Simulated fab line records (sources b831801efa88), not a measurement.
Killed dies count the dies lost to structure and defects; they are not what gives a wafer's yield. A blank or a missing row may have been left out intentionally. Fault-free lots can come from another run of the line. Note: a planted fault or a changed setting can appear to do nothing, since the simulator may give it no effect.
Which tool was responsible? -- flow sky130 -- route of 708 steps, sampled at 1 step: 12 lots, 36 wafers

## WHAT THE GAUGES SHOWED, per wafer
SKY_SONOS_ONO_OVL_MEAS_14.
lot,measured,on,SONOS_ONO_OVL (nm)
L075,day 12 23:46,overlay-02,3.2 3.1 1.0
L077,day 13 21:04,overlay-02,-1.8 -3.0 -0.2
L079,day 14 10:35,overlay-02,-1.7 -2.5 -2.2
L081,day 15 08:25,overlay-02,-2.4 -0.9 -3.4
L083,day 15 23:04,overlay-01,0.3 0.6 1.6
L085,day 16 12:46,overlay-01,0.5 -0.1 1.4
L087,day 17 02:22,overlay-01,-1.3 -0.8 -1.7
L089,day 17 17:34,overlay-01,-1.5 -0.2 -0.8
L091,day 18 08:25,overlay-01,-1.9 -2.2 -2.6
L093,day 19 09:10,overlay-01,-1.7 -0.6 1.1
L095,day 20 02:16,overlay-01,0.6 -1.1 -2.0
L097,day 20 16:13,overlay-01,-0.9 0.7 -0.1

## WHAT TOOL EACH LOT RAN ON (gives the tool, then ch and the chambers of the sampled wafers, and finally the start)
Record: no process step prior to these readings.

## THE ANSWER, worked out from the rows above alone
Rule: the usual values come from the lots themselves. Put in order of their means at a reading, lots are off if they are a third of the lots or fewer, leave a main group of 4 or more, and stand apart from it by a gap of 3 or more times the standard deviation of the main group's means; of several such gaps the widest counts. A main group whose means are all the same, to the digits that the tables above print for the reading, isn't used. Also off: a lot with no number at a reading for which 4 or more lots have one. Where the step has rows for the other lots, those lots are counted as sound.
Across all readings shown, no lot is off: no conclusion can be drawn from this.

## WHAT THE SIMULATOR HAD INSERTED
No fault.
